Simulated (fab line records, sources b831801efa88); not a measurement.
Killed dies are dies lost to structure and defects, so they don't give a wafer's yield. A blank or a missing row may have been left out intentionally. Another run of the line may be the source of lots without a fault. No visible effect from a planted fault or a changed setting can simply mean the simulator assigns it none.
fab line records	flow gf180mcu	part 1 of 2: steps 1 to 24 of 35
record lots=5	wafers=15	last-day=33
route steps=602 shown M3@410 V3@429
lots that met no fault: taken from a fault-free run of the same line
start-h: the number of hours between the record's first day and the start of the first shown wafer of the lot	wait-h: hours from the lot's prior step to this one	" the same as in the row above	L1.1+2: several wafers, shown together as one row	- value missing, or start not given	* or withheld: withheld	< > ~ a bound
route shown NAME@n: names a module that has steps shown in the file, with the first one's number in the route	usual: mean/standard deviation taken from wafers without a fault	same: alike in all rows	chamber/n: place in a boat	sites: the reading at each site	_std_site: the standard deviation of these	_edge_site: outer sites' mean less inner sites'	radius-mm: for every site, how far away it sits from the centre of the wafer	mask NAME#n: copy n	behind: the tool/chamber that last shaped the wafer	hold: what put the lot on hold/how long, in hours/how the hold closed	device: which transistor (n, p or np) failed to switch	end of line: the same wafers' tests at the end of the route	a step with no rows: only its recipe	killed: at the first sort, the dies lost to defects and structure; wafer yield is something else	map: shows each die of a wafer: x if killed, . if not, _ if none is there
set.NAME: setting as actually run; set.NAME@STEP: the setting as run at that earlier step	model.NAME: the simulator's own value behind a step, which no gauge read
lots seen at some steps along the route; tables by step, rows by wafer
services: when a tool's chamber went out of use (start-h, in hours from the record's first day, below 0 if earlier), for how many hours, and the reason
## steps
# step GF_M3_SPUTTER_01
# recipe material=TiN	target-thk-nm=30	power-w=6500	time-s=25	chamber-pressure-pa=0.4
# usual cathode-dc-power-W=6500.0/1.1	throttle-valve-pct=30.6/1
# same time-s=25
lot.wafer	tool	chamber	start-h	wait-h	cathode-dc-power-W	throttle-valve-pct
L076.2	pvd-sputter-01	-	481.49	0.1	6500.9	30.7
L076.3	"	-	"	"	6497.7	30.6
L076.4	"	-	"	"	6498.1	32.4
L081.1	pvd-sputter-01	-	530.43	0.1	6501.9	30.8
L081.2	"	-	"	"	6498.3	30.7
L081.4	"	-	"	"	6498.4	30.5
L087.2	pvd-sputter-03	-	586.33	0.1	6498.6	30.9
L087.3	"	-	"	"	6499.6	29.3
L087.4	"	-	"	"	6500.3	29.1
L088.1	pvd-sputter-02	-	587.04	0.1	6501.2	31.1
L088.2	"	-	"	"	6500.4	29.8
L088.5	"	-	"	"	6499.2	30.8
L094.1	pvd-sputter-01	-	628.95	0.1	6498.7	30.9
L094.3	"	-	"	"	6500.6	30.5
L094.4	"	-	"	"	6501.5	32.4
# step GF_M3_SPUTTER_02
# recipe material=AlCu	target-thk-nm=450	power-w=10600	time-s=23.9	chamber-pressure-pa=0.4
# usual cathode-dc-power-W=10600/1.9	throttle-valve-pct=30.6/1.1
# same time-s=23.9
lot.wafer	tool	chamber	start-h	wait-h	cathode-dc-power-W	throttle-valve-pct
L076.2	pvd-sputter-01	-	481.52	0.0	10599	30.5
L076.3	"	-	"	"	10603	30.7
L076.4	"	-	"	"	10597	32.7
L081.1	pvd-sputter-01	-	530.46	0.0	10600	30.7
L081.2	"	-	"	"	10603	30.6
L081.4	"	-	"	"	10603	30.4
L087.2	pvd-sputter-03	-	586.36	0.0	10599	30.9
L087.3	"	-	"	"	10602	29.3
L087.4	"	-	"	"	10602	29.4
L088.1	pvd-sputter-02	-	587.08	0.0	10602	31.3
L088.2	"	-	"	"	10598	29.7
L088.5	"	-	"	"	10599	31.0
L094.1	pvd-sputter-01	-	628.98	0.0	10600	30.7
L094.3	"	-	"	"	10599	30.6
L094.4	"	-	"	"	10600	32.6
# step GF_M3_SPUTTER_03
# recipe material=Ti	target-thk-nm=10	substrate-temp-c=300	chamber-pressure-pa=0.3	power-w=3000	time-s=6.7
# usual cathode-dc-power-W=3000.0/0.55	throttle-valve-pct=30.5/1.1
# same time-s=6.7
lot.wafer	tool	chamber	start-h	wait-h	cathode-dc-power-W	throttle-valve-pct
L076.2	pvd-sputter-01	-	481.55	0.0	3000.6	30.8
L076.3	"	-	"	"	3000.4	30.6
L076.4	"	-	"	"	3000.2	32.4
L081.1	pvd-sputter-01	-	530.49	0.0	3000.4	30.9
L081.2	"	-	"	"	2999.5	30.5
L081.4	"	-	"	"	2999.3	30.7
L087.2	pvd-sputter-03	-	586.39	0.0	2998.8	30.5
L087.3	"	-	"	"	2999.2	29.6
L087.4	"	-	"	"	2999.0	29.3
L088.1	pvd-sputter-02	-	587.11	0.0	3001.1	30.8
L088.2	"	-	"	"	3000.5	29.8
L088.5	"	-	"	"	2999.5	31.2
L094.1	pvd-sputter-01	-	629.01	0.0	2999.8	30.8
L094.3	"	-	"	"	2998.9	30.7
L094.4	"	-	"	"	3000.2	32.6
# step GF_M3_SPUTTER_04
# recipe material=TiN	target-thk-nm=50	power-w=6500	time-s=41.7	chamber-pressure-pa=0.4
# usual cathode-dc-power-W=6500.1/1.3	throttle-valve-pct=30.5/1
# same time-s=41.7
lot.wafer	tool	chamber	start-h	wait-h	cathode-dc-power-W	throttle-valve-pct
L076.2	pvd-sputter-01	-	481.57	0.0	6500.7	30.6
L076.3	"	-	"	"	6500.7	30.5
L076.4	"	-	"	"	6499.2	32.6
L081.1	pvd-sputter-01	-	530.51	0.0	6500.4	30.8
L081.2	"	-	"	"	6501.8	30.6
L081.4	"	-	"	"	6499.2	30.4
L087.2	pvd-sputter-03	-	586.41	0.0	6500.0	30.7
L087.3	"	-	"	"	6500.5	29.3
L087.4	"	-	"	"	6498.9	29.3
L088.1	pvd-sputter-02	-	587.13	0.0	6498.5	31.0
L088.2	"	-	"	"	6499.1	30.0
L088.5	"	-	"	"	6498.7	31.1
L094.1	pvd-sputter-01	-	629.03	0.0	6499.7	31.0
L094.3	"	-	"	"	6501.0	30.7
L094.4	"	-	"	"	6501.1	32.6
# step GF_M3_RS_MEAS_05
# recipe thk-meas-gauge=four-point-probe	reads=TiN_of_M3_SPUTTER_04+Ti_of_M3_SPUTTER_03+AlCu_of_M3_SPUTTER_02+TiN_of_M3_SPUTTER_01+Ti_of_M3_SPUTTER_00
# usual M3_ALCU_RS=0.0694/0.00069
lot.wafer	tool	chamber	start-h	wait-h	M3_ALCU_RS[ohm/sq]
L076.2	film-metro-04	-	481.63	0.0	0.0697
L076.3	"	-	"	"	0.0697
L076.4	"	-	"	"	0.0693
L081.1	film-metro-04	-	530.55	0.0	0.0702
L081.2	"	-	"	"	0.0697
L081.4	"	-	"	"	0.0707
L087.2	film-metro-01	-	586.47	0.0	0.0694
L087.3	"	-	"	"	0.0691
L087.4	"	-	"	"	0.0681
L088.1	film-metro-01	-	587.17	0.0	0.0706
L088.2	"	-	"	"	0.0698
L088.5	"	-	"	"	0.0706
L094.1	film-metro-03	-	629.07	0.0	0.0689
L094.3	"	-	"	"	0.0695
L094.4	"	-	"	"	0.0691
# step GF_M3_THK_MEAS_06
# recipe thk-meas-gauge=xrf	reads=AlCu_of_M3_SPUTTER_02
# usual M3_ALCU_THK=453/4.9
lot.wafer	tool	chamber	start-h	wait-h	M3_ALCU_THK[nm]
L076.2	film-metro-04	-	481.74	0.1	453
L076.3	"	-	"	"	453
L076.4	"	-	"	"	452
L081.1	film-metro-04	-	530.67	0.1	451
L081.2	"	-	"	"	450
L081.4	"	-	"	"	445
L087.2	film-metro-01	-	586.58	0.1	455
L087.3	"	-	"	"	453
L087.4	"	-	"	"	461
L088.1	film-metro-01	-	587.29	0.1	441
L088.2	"	-	"	"	449
L088.5	"	-	"	"	445
L094.1	film-metro-03	-	629.19	0.1	456
L094.3	"	-	"	"	450
L094.4	"	-	"	"	456
# step GF_M3_DEHYDRATE_07
# recipe temp-c=200	time-s=60
# usual exhaust-pa=45.2/0.84
# same time-s=60
lot.wafer	tool	chamber	start-h	wait-h	exhaust-pa
L076.2	litho-track-04	0	492.64	10.9	46.3
L076.3	"	0	"	"	43.6
L076.4	"	0	"	"	44.4
L081.1	litho-track-01	0	541.63	10.9	44.6
L081.2	"	0	"	"	47.0
L081.4	"	0	"	"	45.7
L087.2	litho-track-01	0	595.85	9.3	44.2
L087.3	"	0	"	"	44.6
L087.4	"	0	"	"	46.2
L088.1	litho-track-01	0	596.73	9.4	43.7
L088.2	"	0	"	"	46.3
L088.5	"	0	"	"	46.0
L094.1	litho-track-04	0	638.21	9.0	43.9
L094.3	"	0	"	"	43.8
L094.4	"	0	"	"	45.3
# step GF_M3_HMDS_08
# recipe prime-time-s=60	prime-temp-c=120
# usual exhaust-pa=44.9/0.96
lot.wafer	tool	chamber	start-h	wait-h	exhaust-pa
L076.2	litho-track-04	0	492.79	0.1	45.1
L076.3	"	0	"	"	46.1
L076.4	"	0	"	"	46.2
L081.1	litho-track-01	0	541.78	0.1	44.6
L081.2	"	0	"	"	43.2
L081.4	"	0	"	"	43.3
L087.2	litho-track-01	0	596.00	0.1	42.9
L087.3	"	0	"	"	44.4
L087.4	"	0	"	"	44.0
L088.1	litho-track-01	0	596.88	0.1	45.5
L088.2	"	0	"	"	44.7
L088.5	"	0	"	"	46.2
L094.1	litho-track-04	0	638.36	0.1	44.7
L094.3	"	0	"	"	44.4
L094.4	"	0	"	"	44.7
# step GF_M3_COAT_09
# recipe resist=KrF	spin-rpm=withheld	resist-thk-nm=1000
# usual dispense-pressure-kPa=49.8/1.4	exhaust-pa=45.2/0.87
lot.wafer	tool	chamber	start-h	wait-h	dispense-pressure-kPa	exhaust-pa
L076.2	litho-track-04	0	492.94	0.1	50.6	45.7
L076.3	"	0	"	"	50.6	45.6
L076.4	"	0	"	"	50.6	45.3
L081.1	litho-track-01	0	541.93	0.1	50.2	44.9
L081.2	"	0	"	"	50.1	45.1
L081.4	"	0	"	"	50.1	43.2
L087.2	litho-track-01	0	596.15	0.1	50.1	46.1
L087.3	"	0	"	"	50.1	46.3
L087.4	"	0	"	"	50.1	45.0
L088.1	litho-track-01	0	597.03	0.1	50.1	44.8
L088.2	"	0	"	"	50.1	44.8
L088.5	"	0	"	"	50.1	46.1
L094.1	litho-track-04	0	638.51	0.1	50.6	47.6
L094.3	"	0	"	"	50.6	44.7
L094.4	"	0	"	"	50.6	45.4
# step GF_M3_SOFTBAKE_10
# recipe temp-c=130	time-s=60	resist=KrF
# usual exhaust-pa=45.0/0.87
# same time-s=60
lot.wafer	tool	chamber	start-h	wait-h	exhaust-pa
L076.2	litho-track-04	0	493.09	0.1	44.9
L076.3	"	0	"	"	44.8
L076.4	"	0	"	"	44.4
L081.1	litho-track-01	0	542.08	0.1	43.8
L081.2	"	0	"	"	44.3
L081.4	"	0	"	"	43.4
L087.2	litho-track-01	0	596.30	0.1	44.3
L087.3	"	0	"	"	45.4
L087.4	"	0	"	"	46.7
L088.1	litho-track-01	0	597.18	0.1	44.2
L088.2	"	0	"	"	46.0
L088.5	"	0	"	"	45.4
L094.1	litho-track-04	0	638.66	0.1	44.3
L094.3	"	0	"	"	44.3
L094.4	"	0	"	"	44.5
# step GF_M3_EXPOSE_11
# recipe mask-id=Metal3	target-cd-nm=280	na=0.68	source-shape=conventional	sigma-outer=0.6	dose-mj=28
lot.wafer	tool	chamber	start-h	wait-h	mask
L076.2+3+4	krf-scanner-02	0	-	-	Metal3#0
L081.1+2+4	krf-scanner-01	0	-	-	Metal3#0
L087.2+3+4	krf-scanner-02	0	-	-	Metal3#0
L088.1+2+5	krf-scanner-02	0	-	-	Metal3#0
L094.1+3+4	krf-scanner-01	0	-	-	Metal3#0
# step GF_M3_PEB_12
# recipe peb-temp-c=135	peb-time-s=90	resist=KrF
# usual exhaust-pa=45.1/0.86
lot.wafer	tool	chamber	start-h	wait-h	exhaust-pa
L076.2	litho-track-03	0	-	-	45.9
L076.3	"	0	"	"	46.7
L076.4	"	0	"	"	44.4
L081.1	litho-track-03	0	-	-	46.3
L081.2	"	0	"	"	45.6
L081.4	"	0	"	"	45.6
L087.2	litho-track-03	0	-	-	44.4
L087.3	"	0	"	"	43.9
L087.4	"	0	"	"	45.6
L088.1	litho-track-03	0	-	-	43.8
L088.2	"	0	"	"	45.7
L088.5	"	0	"	"	45.7
L094.1	litho-track-01	0	-	-	43.0
L094.3	"	0	"	"	44.2
L094.4	"	0	"	"	45.2
# step GF_M3_DEVELOP_13
# recipe develop-time-s=60	dev-temp-c=21
# usual developer-temp-C=20.98/0.11	exhaust-pa=44.9/0.97
lot.wafer	tool	chamber	start-h	wait-h	developer-temp-C	exhaust-pa
L076.2	litho-track-03	0	504.32	0.2	21.01	44.2
L076.3	"	0	"	"	20.91	44.0
L076.4	"	0	"	"	20.85	44.1
L081.1	litho-track-03	0	552.40	0.2	21.00	42.9
L081.2	"	0	"	"	20.98	45.7
L081.4	"	0	"	"	21.06	44.3
L087.2	litho-track-03	0	606.87	0.2	20.92	44.0
L087.3	"	0	"	"	21.06	43.3
L087.4	"	0	"	"	21.05	44.2
L088.1	litho-track-03	0	608.09	0.2	20.91	46.2
L088.2	"	0	"	"	20.90	45.2
L088.5	"	0	"	"	20.94	45.4
L094.1	litho-track-01	0	648.13	0.2	21.07	45.2
L094.3	"	0	"	"	20.82	46.0
L094.4	"	0	"	"	20.74	45.6
# step GF_M3_CD_MEAS_14
# recipe target-cd-nm=280
# usual cd-nm=279.6/1.1
lot.wafer	tool	chamber	start-h	wait-h	cd-nm
L076.2	cd-sem-02	-	504.47	0.1	278.9
L076.3	"	-	"	"	279.0
L076.4	"	-	"	"	278.2
L081.1	cd-sem-02	-	552.55	0.1	281.2
L081.2	"	-	"	"	280.7
L081.4	"	-	"	"	280.9
L087.2	cd-sem-02	-	607.01	0.1	279.0
L087.3	"	-	"	"	280.2
L087.4	"	-	"	"	280.9
L088.1	cd-sem-01	-	608.24	0.1	277.5
L088.2	"	-	"	"	278.9
L088.5	"	-	"	"	278.2
L094.1	cd-sem-02	-	648.28	0.1	279.2
L094.3	"	-	"	"	280.2
L094.4	"	-	"	"	279.2
# step GF_M3_OVL_MEAS_15
# usual M3_OVL=-4/6.1
lot.wafer	tool	chamber	start-h	wait-h	M3_OVL[nm]
L076.2	overlay-01	-	504.57	0.1	9
L076.3	"	-	"	"	4
L076.4	"	-	"	"	7
L081.1	overlay-02	-	552.67	0.1	-6
L081.2	"	-	"	"	-1
L081.4	"	-	"	"	-7
L087.2	overlay-01	-	607.12	0.1	-8
L087.3	"	-	"	"	-7
L087.4	"	-	"	"	-11
L088.1	overlay-02	-	608.36	0.1	-7
L088.2	"	-	"	"	-10
L088.5	"	-	"	"	2
L094.1	overlay-01	-	648.40	0.1	6
L094.3	"	-	"	"	-2
L094.4	"	-	"	"	-4
# step GF_M3_METAL_ETCH_16
# recipe chemistry=Cl2/BCl3	mask-material=KrF	target-depth-nm=750.8	stop-on=SiO2	pressure-mtorr=8	icp-w=800	bias-w=140	Cl2_flow_sccm=80	bcl3-flow-sccm=40	time-s=125.1
# usual bias-w=140.0/0.4	drypump-motor-current-A=6.0/0.37	he-backside-leak-sccm=3.29/0.3	mfc-cl2-sccm=80.01/0.29	oes-product-au=0.991/0.0054	throttle-valve-pct=28.229/0.01
# same time-s=125.1
lot.wafer	tool	chamber	start-h	wait-h	bias-w	drypump-motor-current-A	he-backside-leak-sccm	mfc-cl2-sccm	oes-product-au	rf-hours-counter-h	throttle-valve-pct
L076.2	rie-metal-02	1	504.60	0.0	139.7	6.3	2.97	79.73	0.989	0	28.213
L076.3	"	1	"	"	140.0	6.3	3.17	80.19	0.987	-	28.226
L076.4	"	0	"	"	139.8	5.3	2.99	80.24	0.993	-	28.221
L081.1	rie-metal-02	0	552.70	0.0	139.6	5.3	3.09	79.99	0.999	9	28.227
L081.2	"	1	"	"	140.2	6.3	2.99	80.11	0.986	2	28.228
L081.4	"	0	"	"	139.9	5.3	3.01	79.97	0.988	-	28.212
L087.2	rie-metal-01	0	607.15	0.0	140.0	6.1	3.55	80.36	0.990	11	28.240
L087.3	"	1	"	"	139.2	6.0	3.20	79.55	0.999	-	28.219
L087.4	"	0	"	"	140.0	6.1	3.77	80.29	0.996	-	28.197
L088.1	rie-metal-03	0	608.40	0.0	139.8	6.3	3.43	79.86	0.997	11	28.217
L088.2	"	0	"	"	139.1	6.3	3.50	80.18	1.000	-	28.245
L088.5	"	0	"	"	139.4	6.3	3.41	80.35	0.994	-	28.217
L094.1	rie-metal-01	1	648.43	0.0	139.9	6.0	3.19	79.67	0.998	6	28.238
L094.3	"	0	"	"	139.4	6.1	3.70	79.86	0.992	-	28.214
L094.4	"	1	"	"	139.7	6.0	3.15	79.73	0.989	-	28.230
# step GF_M3_STRIP_17
# recipe chemistry=O2/N2	power-w=1400	pressure-mtorr=1500	platen-temp-c=250	o2-flow-sccm=3000	n2-flow-sccm=300	overash-fraction=0.5
# usual drypump-motor-current-A=5.6/0.52	heater-power-w=344/26	oes-product-au=0.537/0.0051	strip-time-to-endpoint-s=7.37/0.05
# same overash-fraction=0.5
lot.wafer	tool	chamber	start-h	wait-h	drypump-motor-current-A	heater-power-w	oes-product-au	rf-hours-counter-h	strip-time-to-endpoint-s
L076.2	plasma-asher-02	1	504.73	0.1	5.1	337	0.543	40	7.43
L076.3	"	0	"	"	6.1	400	0.544	-	7.41
L076.4	"	1	"	"	5.1	348	0.532	-	7.33
L081.1	plasma-asher-01	1	552.87	0.1	5.8	345	0.544	13	7.29
L081.2	"	0	"	"	6.1	352	0.539	13	7.46
L081.4	"	1	"	"	5.8	334	0.539	-	7.33
L087.2	plasma-asher-01	1	607.28	0.1	5.7	346	0.536	20	7.42
L087.3	"	0	"	"	6.1	340	0.542	-	7.36
L087.4	"	1	"	"	5.7	337	0.535	-	7.38
L088.1	plasma-asher-03	1	608.66	0.2	4.7	306	0.535	84	7.40
L088.2	"	0	"	"	5.9	341	0.539	84	7.36
L088.5	"	0	"	"	5.9	337	0.540	-	7.41
L094.1	plasma-asher-02	1	648.56	0.1	5.1	342	0.533	55	7.31
L094.3	"	1	"	"	5.1	337	0.536	-	7.36
L094.4	"	0	"	"	6.1	393	0.527	-	7.32
# step GF_M3_STRIP_18
# recipe chemistry=post-etch-residue-remover	time-s=1200	temp-c=72.5
# usual bath-guard-temp-C=72.5/0.65
# same time-s=1200
lot.wafer	tool	chamber	start-h	wait-h	bath-guard-temp-C
L076.2	wet-bench-02	2	504.83	0.1	71.7
L076.3	"	2	"	"	72.3
L076.4	"	2	"	"	72.0
L081.1	wet-bench-03	3	552.97	0.1	73.0
L081.2	"	3	"	"	72.6
L081.4	"	3	"	"	73.1
L087.2	wet-bench-02	0	607.38	0.1	72.3
L087.3	"	0	"	"	72.7
L087.4	"	0	"	"	73.1
L088.1	wet-bench-03	0	608.76	0.1	72.5
L088.2	"	0	"	"	72.7
L088.5	"	0	"	"	72.6
L094.1	wet-bench-02	3	648.66	0.1	72.0
L094.3	"	3	"	"	71.9
L094.4	"	3	"	"	71.9
# step GF_M3_CLEAN_19
# recipe chemistry=DIW	dry=n2-spin
lot.wafer	tool	chamber	start-h	wait-h
L076.2+3+4	wet-bench-03	0	505.20	0.0
L081.1+2+4	wet-bench-02	0	554.60	0.0
L087.2+3+4	wet-bench-01	3	607.72	0.0
L088.1+2+5	wet-bench-03	2	609.10	0.0
L094.1+3+4	wet-bench-01	1	649.04	0.0
# step GF_V3_CVD_00
# recipe material=SiO2	target-thk-nm=600	sigma-open-frac=0.3	temp-c=400	time-s=100	sih4-flow-sccm=60	pressure-mtorr=6
# same time-s=100
lot.wafer	tool	chamber	start-h	wait-h
L076.2+3+4	hdpcvd-02	1,2,2	505.30	0.0
L081.1+2+4	hdpcvd-02	1,2,0	554.69	0.0
L087.2+3+4	hdpcvd-02	2,0,2	607.82	0.0
L088.1+2+5	hdpcvd-01	1,2,1	609.19	0.0
L094.1+3+4	hdpcvd-01	0,2,2	649.13	0.0
# step GF_V3_THK_MEAS_01
# recipe reads=SiO2_of_V3_CVD_00
# usual V3_CVD_00_THK=602/5.3
lot.wafer	tool	chamber	start-h	wait-h	V3_CVD_00_THK[nm]
L076.2	film-metro-03	-	505.38	0.0	597
L076.3	"	-	"	"	600
L076.4	"	-	"	"	601
L081.1	film-metro-03	-	554.76	0.0	595
L081.2	"	-	"	"	591
L081.4	"	-	"	"	607
L087.2	film-metro-03	-	607.90	0.0	597
L087.3	"	-	"	"	603
L087.4	"	-	"	"	599
L088.1	film-metro-03	-	609.26	0.0	606
L088.2	"	-	"	"	599
L088.5	"	-	"	"	598
L094.1	film-metro-01	-	649.20	0.0	605
L094.3	"	-	"	"	605
L094.4	"	-	"	"	606
# step GF_V3_CVD_02
# recipe material=SiO2	target-thk-nm=850	precursor=TEOS	temp-c=400	time-s=94.851	rf-w=600
# usual heater-power-w=635/85
# same time-s=94.851
lot.wafer	tool	chamber	start-h	wait-h	heater-power-w
L076.2	pecvd-03	2	505.43	0.0	548
L076.3	"	0	"	"	541
L076.4	"	2	"	"	606
L081.1	pecvd-01	2	554.82	0.1	638
L081.2	"	1	"	"	771
L081.4	"	1	"	"	830
L087.2	pecvd-01	2	607.95	0.0	573
L087.3	"	1	"	"	728
L087.4	"	1	"	"	757
L088.1	pecvd-01	2	609.32	0.1	634
L088.2	"	1	"	"	724
L088.5	"	0	"	"	519
L094.1	pecvd-03	1	649.26	0.1	633
L094.3	"	2	"	"	646
L094.4	"	2	"	"	521
# step GF_V3_THK_MEAS_03
# recipe reads=SiO2_of_V3_CVD_02
# usual V3_CVD_02_THK=852/12
lot.wafer	tool	chamber	start-h	wait-h	V3_CVD_02_THK[nm]
L076.2	film-metro-01	-	505.51	0.0	858
L076.3	"	-	"	"	850
L076.4	"	-	"	"	869
L081.1	film-metro-02	-	554.89	0.0	852
L081.2	"	-	"	"	835
L081.4	"	-	"	"	850
L087.2	film-metro-01	-	608.03	0.0	853
L087.3	"	-	"	"	839
L087.4	"	-	"	"	844
L088.1	film-metro-02	-	609.39	0.0	836
L088.2	"	-	"	"	829
L088.5	"	-	"	"	856
L094.1	film-metro-03	-	649.33	0.0	850
L094.3	"	-	"	"	852
L094.4	"	-	"	"	856
# step GF_V3_CMP_04
# recipe material=SiO2	down-force-psi=4	platen-rpm=60	pad-velocity-m-s=0.94248
# usual motor-current-A=12.1/1.3	time-to-endpoint-s=81/6
lot.wafer	tool	chamber	start-h	wait-h	motor-current-A	time-to-endpoint-s
L076.2	cmp-01	0	505.56	0.0	10.2	85
L076.3	"	1	"	"	12.1	82
L076.4	"	3	"	"	13.5	90
L081.2	cmp-01	0	555.00	0.1	10.3	73
L081.1	"	1	"	"	12.1	83
L081.4	"	2	"	"	11.9	83
L087.2	cmp-02	2	608.08	0.0	11.1	86
L087.3	"	0	"	"	14.1	76
L087.4	"	1	"	"	10.7	82
L088.1	cmp-02	2	609.45	0.1	11.1	83
L088.2	"	1	"	"	10.4	76
L088.5	"	3	"	"	12.8	85
L094.3	cmp-01	2	649.39	0.0	12.0	78
L094.1	"	0	"	"	10.5	78
L094.4	"	1	"	"	12.8	77
